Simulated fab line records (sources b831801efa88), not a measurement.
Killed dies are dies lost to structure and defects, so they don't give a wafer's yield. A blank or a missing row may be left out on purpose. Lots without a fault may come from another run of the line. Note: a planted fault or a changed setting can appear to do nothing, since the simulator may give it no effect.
Which tool did it? | flow sky130 | 6 lots (18 wafers sampled), 1 step of a 708-step route

== WHAT THE GAUGES READ, wafer by wafer ==
SKY_VIA2_CD_MEAS_12: target cd 200 nm.
lot  | measured     | on        | cd nm (nm)
L607 | day 36 20:12 | cd sem-01 | 199.3 200.1 199.8
L610 | day 37 19:44 | cd sem-01 | 200.2 200.3 201.2
L613 | day 38 03:35 | cd sem-01 | 199.1 199.7 199.1
L615 | day 39 03:41 | cd sem-02 | 198.8 198.8 199.5
L621 | day 41 13:22 | cd sem-01 | 200.4 201.3 201.8
L625 | day 42 16:29 | cd sem-02 | 198.7 198.9 198.3

== WHAT TOOL EACH LOT RAN ON (gives the tool, then ch and the chambers of the sampled wafers, and finally the start) ==
There is no process step in the record ahead of these readings.

== THE ANSWER, worked out from the rows above alone ==
Rule: usual is defined by the lots themselves. The widest of any qualifying gaps counts: lots, ordered by their means at a reading, are off when they make up no more than a third of the lots, leave a main group of 4 or more, and stand apart from it by 3 or more times the standard deviation of that group's means. The tables above print the reading to a certain number of digits; a main group whose means all agree to those digits is not used. Also off: a lot with no number at a reading for which 4 or more lots have one. The other lots that the step has rows for count as sound.
No lot is off at any reading shown: from this, nothing can be told.

== WHAT THE SIMULATOR PUT IN ==
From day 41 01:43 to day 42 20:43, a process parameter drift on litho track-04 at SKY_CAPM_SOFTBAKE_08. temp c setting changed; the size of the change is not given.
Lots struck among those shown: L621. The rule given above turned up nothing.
